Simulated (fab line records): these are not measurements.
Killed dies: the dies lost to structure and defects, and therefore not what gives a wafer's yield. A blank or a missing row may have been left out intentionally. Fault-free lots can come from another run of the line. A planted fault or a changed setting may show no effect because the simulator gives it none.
2 desks looking at one fault	flow sky130	each desk holds nothing but its own numbers, with what lay behind them at the end

## AT THE METROLOGY DESK
Means of the sampled wafers that have a number, per lot and without regard to the tool the lot ran on: this is what the gauges read. Marked OUT: a lot whose mean sits more than 4 standard deviations from the usual mean, which makes it out of limits; the brackets give that distance.
Columns: A = VIA3_W_RS at SKY_VIA3_RS_MEAS_22, usual 0.2937 ohm/sq; B = VIA3_W_THK at SKY_VIA3_THK_MEAS_23, usual 391 nm
lot	first seen here	A	B
L557	day 40 19:40	0.2944	390
L566	day 43 07:57	0.2922	394
L571	day 44 19:55	0.2924	393
L576	day 45 18:30	0.2924	387
L577	day 46 13:54	0.2926	396
Finding of this desk: none of the 5 lots has anything out of limits.

## TOOL OWNER'S DESK, pvdSputter-02
At SKY_METAL4_SPUTTER_04 (material TiN, target thk 70 nm, time 58.3 s) the tool's own readings: per lot run on this tool, the mean of the sampled wafers that have a number. Marked OUT: a lot whose mean sits more than 4 standard deviations from the usual mean, which makes it out of limits; the brackets give that distance.
Columns: A = cathodeDcPowerW at SKY_METAL4_SPUTTER_04, usual 6500.0 W; B = throttleValvePct at SKY_METAL4_SPUTTER_04, usual 29.6 %
lot	first seen here	A	B
L557	day 40 20:13	6501.4	28.4
L571	day 44 20:46	6790.5 (+99 or more) OUT	29.9
This desk's finding: out of limits on L571; first on L571, day 44 20:46 (cathodeDcPowerW at SKY_METAL4_SPUTTER_04). In limits: L557.

## PUT TOGETHER
At day 44 20:46, on L571, the tool owner's desk was in a position to raise an alarm.
The metrology desk saw nothing out of limits.
The metrology desk has L571 on record, within its limits.
The lots listed all ran SKY_METAL4_SPUTTER_04 on pvdSputter-02.

## WHAT THE SIMULATOR HAD INSERTED
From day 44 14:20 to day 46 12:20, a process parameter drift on pvdSputter-02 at SKY_METAL4_SPUTTER_04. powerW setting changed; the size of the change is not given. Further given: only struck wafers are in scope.
Lots struck among those shown: L571.
Time in hours from fault onset to the first out-of-limits reading at each desk: the tool owner's desk, 6.
